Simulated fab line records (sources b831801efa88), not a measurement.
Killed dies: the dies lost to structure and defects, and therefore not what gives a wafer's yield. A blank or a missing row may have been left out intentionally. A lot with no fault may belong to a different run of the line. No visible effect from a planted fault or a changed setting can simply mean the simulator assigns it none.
Shared-tool check || flow gf180mcu || Sampled: 10 lots, 29 wafers

WHAT PROMPTED THE OPENING
GF_MIM_RS_MEAS_10, reading MIM_ALCU_RS: flagged on 2 of 10 lots. No-fault wafers: 0.1603 ohm/sq, standard deviation 0.0019.
Rule: flag the lot when none of its wafers has a number, or when each of its wafers that has one lies beyond 4 standard deviations from that mean. All remaining lots are regarded as sound.

{"lot": "L264", "measured": "day 26 05:19", "on": "filmMetro-01", "MIM_ALCU_RS (ohm/sq), wafer by wafer": "0.1598 0.1617 0.1615", "flag": ""}
{"lot": "L263", "measured": "day 26 08:23", "on": "filmMetro-02", "MIM_ALCU_RS (ohm/sq), wafer by wafer": "0.1611 0.1597 0.1601", "flag": ""}
{"lot": "L265", "measured": "day 26 19:28", "on": "filmMetro-01", "MIM_ALCU_RS (ohm/sq), wafer by wafer": "0.1596 0.1602 0.1598", "flag": ""}
{"lot": "L267", "measured": "day 27 03:28", "on": "filmMetro-04", "MIM_ALCU_RS (ohm/sq), wafer by wafer": "0.1632 0.1585 0.1592", "flag": ""}
{"lot": "L271", "measured": "day 28 09:40", "on": "filmMetro-04", "MIM_ALCU_RS (ohm/sq), wafer by wafer": "0.1616 0.1602 0.1627", "flag": ""}
{"lot": "L272", "measured": "day 28 19:20", "on": "filmMetro-01", "MIM_ALCU_RS (ohm/sq), wafer by wafer": "0.1725 0.1773", "flag": "FLAGGED"}
{"lot": "L273", "measured": "day 29 03:22", "on": "filmMetro-02", "MIM_ALCU_RS (ohm/sq), wafer by wafer": "0.1787 0.1803 0.1790", "flag": "FLAGGED"}
{"lot": "L277", "measured": "day 30 05:18", "on": "filmMetro-02", "MIM_ALCU_RS (ohm/sq), wafer by wafer": "0.1615 0.1599 0.1616", "flag": ""}
{"lot": "L279", "measured": "day 30 17:59", "on": "filmMetro-02", "MIM_ALCU_RS (ohm/sq), wafer by wafer": "0.1622 0.1613 0.1602", "flag": ""}
{"lot": "L281", "measured": "day 31 12:37", "on": "filmMetro-04", "MIM_ALCU_RS (ohm/sq), wafer by wafer": "0.1581 0.1636 0.1628", "flag": ""}
Average over the flagged lots: 0.1776 ohm/sq; offset from the usual +0.0173 ohm/sq, equal to +9 standard deviations.

WHICH TOOL RAN EACH LOT
Before the reading, the record contains 3 process steps out of a 602-step route. Each cell gives the tool, then ch followed by the chambers the sampled wafers passed through, then the start.
{"lot": "L264", "flag": "", "GF_V4_SPUTTER_21": "pvdSputter-01, day 26 04:12", "GF_MIM_CVD_05": "pecvd-04 ch 1,2, day 26 05:07", "GF_MIM_SPUTTER_08": "pvdSputter-03, day 26 05:15"}
{"lot": "L263", "flag": "", "GF_V4_SPUTTER_21": "pvdSputter-01, day 26 07:16", "GF_MIM_CVD_05": "pecvd-01 ch 0,1,2, day 26 08:11", "GF_MIM_SPUTTER_08": "pvdSputter-03, day 26 08:19"}
{"lot": "L265", "flag": "", "GF_V4_SPUTTER_21": "pvdSputter-01, day 26 18:22", "GF_MIM_CVD_05": "pecvd-02 ch 0,2, day 26 19:16", "GF_MIM_SPUTTER_08": "pvdSputter-04, day 26 19:25"}
{"lot": "L267", "flag": "", "GF_V4_SPUTTER_21": "pvdSputter-03, day 27 02:21", "GF_MIM_CVD_05": "pecvd-02 ch 0,2, day 27 03:16", "GF_MIM_SPUTTER_08": "pvdSputter-04, day 27 03:24"}
{"lot": "L271", "flag": "", "GF_V4_SPUTTER_21": "pvdSputter-04, day 28 08:32", "GF_MIM_CVD_05": "pecvd-04 ch 0,2, day 28 09:26", "GF_MIM_SPUTTER_08": "pvdSputter-04, day 28 09:35"}
{"lot": "L272", "flag": "FLAGGED", "GF_V4_SPUTTER_21": "pvdSputter-04, day 28 18:13", "GF_MIM_CVD_05": "pecvd-02 ch 0,1, day 28 19:07", "GF_MIM_SPUTTER_08": "pvdSputter-02, day 28 19:16"}
{"lot": "L273", "flag": "FLAGGED", "GF_V4_SPUTTER_21": "pvdSputter-03, day 29 02:15", "GF_MIM_CVD_05": "pecvd-04 ch 0,2, day 29 03:10", "GF_MIM_SPUTTER_08": "pvdSputter-02, day 29 03:18"}
{"lot": "L277", "flag": "", "GF_V4_SPUTTER_21": "pvdSputter-04, day 30 04:11", "GF_MIM_CVD_05": "pecvd-02 ch 0,2, day 30 05:06", "GF_MIM_SPUTTER_08": "pvdSputter-04, day 30 05:14"}
{"lot": "L279", "flag": "", "GF_V4_SPUTTER_21": "pvdSputter-01, day 30 16:51", "GF_MIM_CVD_05": "pecvd-02 ch 1,2, day 30 17:46", "GF_MIM_SPUTTER_08": "pvdSputter-04, day 30 17:54"}
{"lot": "L281", "flag": "", "GF_V4_SPUTTER_21": "pvdSputter-01, day 31 11:02", "GF_MIM_CVD_05": "pecvd-02 ch 0,1,2, day 31 12:25", "GF_MIM_SPUTTER_08": "pvdSputter-02, day 31 12:34"}
What is done by these steps:
- GF_V4_SPUTTER_21: material Ti, target thk 15 nm, time 80.02 s.
- GF_MIM_CVD_05: deposits Si3N4, target thk 42 nm, time 29.086 s.
- GF_MIM_SPUTTER_08: material AlCu, target thk 200 nm, time 10.6 s.
- GF_MIM_RS_MEAS_10: measures by four-point-probe.

FLAGGED AGAINST TOTAL, ONE TOOL AT A TIME (gauges that did the reading follow at the end)
{"step": "GF_V4_SPUTTER_21", "tool": "pvdSputter-01", "lots run": 5, "flagged": 0, "share of the flagged lots": "none", "sound lots run after its first flagged lot": "-"}
{"step": "GF_V4_SPUTTER_21", "tool": "pvdSputter-03", "lots run": 2, "flagged": 1, "share of the flagged lots": "some", "sound lots run after its first flagged lot": 0}
{"step": "GF_V4_SPUTTER_21", "tool": "pvdSputter-04", "lots run": 3, "flagged": 1, "share of the flagged lots": "some", "sound lots run after its first flagged lot": "1 (L277)"}
{"step": "GF_MIM_CVD_05", "tool": "pecvd-01", "lots run": 1, "flagged": 0, "share of the flagged lots": "none", "sound lots run after its first flagged lot": "-"}
{"step": "GF_MIM_CVD_05", "tool": "pecvd-02", "lots run": 6, "flagged": 1, "share of the flagged lots": "some", "sound lots run after its first flagged lot": "3 (L277,L279,L281)"}
{"step": "GF_MIM_CVD_05", "tool": "pecvd-04", "lots run": 3, "flagged": 1, "share of the flagged lots": "some", "sound lots run after its first flagged lot": 0}
{"step": "GF_MIM_SPUTTER_08", "tool": "pvdSputter-02", "lots run": 3, "flagged": 2, "share of the flagged lots": "all", "sound lots run after its first flagged lot": "1 (L281)"}
{"step": "GF_MIM_SPUTTER_08", "tool": "pvdSputter-03", "lots run": 2, "flagged": 0, "share of the flagged lots": "none", "sound lots run after its first flagged lot": "-"}
{"step": "GF_MIM_SPUTTER_08", "tool": "pvdSputter-04", "lots run": 5, "flagged": 0, "share of the flagged lots": "none", "sound lots run after its first flagged lot": "-"}
{"step": "GF_MIM_RS_MEAS_10", "tool": "filmMetro-01", "lots run": 3, "flagged": 1, "share of the flagged lots": "some", "sound lots run after its first flagged lot": 0}
{"step": "GF_MIM_RS_MEAS_10", "tool": "filmMetro-02", "lots run": 4, "flagged": 1, "share of the flagged lots": "some", "sound lots run after its first flagged lot": "2 (L277,L279)"}
{"step": "GF_MIM_RS_MEAS_10", "tool": "filmMetro-04", "lots run": 3, "flagged": 0, "share of the flagged lots": "none", "sound lots run after its first flagged lot": "-"}

THE TABLE: WHAT IT ALLOWS
Rows of the table that ran each flagged lot: 1, that is pvdSputter-02 at GF_MIM_SPUTTER_08.
- pvdSputter-02 at GF_MIM_SPUTTER_08 ran 3 lots, 2 of them flagged. Sound lots followed the first flagged one (L281) on it, something a lasting fault affecting the whole tool could not allow. Its own readings lie more than 4 standard deviations out on every wafer of the flagged lots: chamberPressurePa, throttleValvePct.
There is no row in the table that ran each flagged lot and no sound lot after the first.

WHAT WAS PUT IN BY THE SIMULATOR
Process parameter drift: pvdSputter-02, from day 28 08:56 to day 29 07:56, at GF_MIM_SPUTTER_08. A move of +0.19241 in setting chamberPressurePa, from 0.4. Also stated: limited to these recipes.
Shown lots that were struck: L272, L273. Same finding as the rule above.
